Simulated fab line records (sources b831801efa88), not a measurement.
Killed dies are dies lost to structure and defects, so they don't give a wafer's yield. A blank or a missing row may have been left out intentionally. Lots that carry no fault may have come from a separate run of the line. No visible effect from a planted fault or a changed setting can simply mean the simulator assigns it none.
Matching of chambers | flow gf180mcu | pecvd-01 running GF_V4_CVD_02: 3 sister chambers
The step deposits SiO2 from TEOS, target thk 850 nm, time 94.851 s. 6 wafers are shown with their chamber, then 7 later ones without.

== WAFERS PAIRED WITH THEIR CHAMBERS ==
wafer  | chamber | heaterPowerW (W)
L078.1 | 1       | 782
L084.1 | 2       | 744
L084.3 | 1       | 673
L084.4 | 2       | 595
L086.4 | 0       | 711
L086.5 | 0       | 545

== WAFERS MISSING THEIR CHAMBER ==
wafer  | heaterPowerW (W)
L086.6 | 678
L093.3 | 654
L093.5 | 689
L093.6 | 741
L097.1 | 643
L097.2 | 610
L097.3 | 750

== CHAMBER TAKEN BY EACH ==
wafer  | from the rows above          | in truth
L086.6 | can't be placed: 2 or 1 or 0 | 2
L093.3 | can't be placed: 2 or 0 or 1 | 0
L093.5 | can't be placed: 2 or 1 or 0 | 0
L093.6 | can't be placed: 1 or 2 or 0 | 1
L097.1 | can't be placed: 0 or 2 or 1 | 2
L097.2 | can't be placed: 0 or 2 or 1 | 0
L097.3 | can't be placed: 1 or 2 or 0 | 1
Placed correctly: 0 of 7. Can't be placed from these rows: 7 (the true chamber is among the candidates in 7). Placed wrongly: 0.
How it was worked out, from the rows above alone: a wafer's distance from a chamber is the root of the sum, over the readings, of the square of ((its reading less the chamber's mean) divided by the reading's scatter). If the next closest chamber is less than 2 further off than the closest, the wafer can't be placed; otherwise it belongs to the closest. The mean given for a chamber averages the wafers shown for that chamber. How the scatter is found: for the shown wafers, subtract from each reading the mean of its chamber, square and add these, divide the total by (wafers less chambers), then take the root.
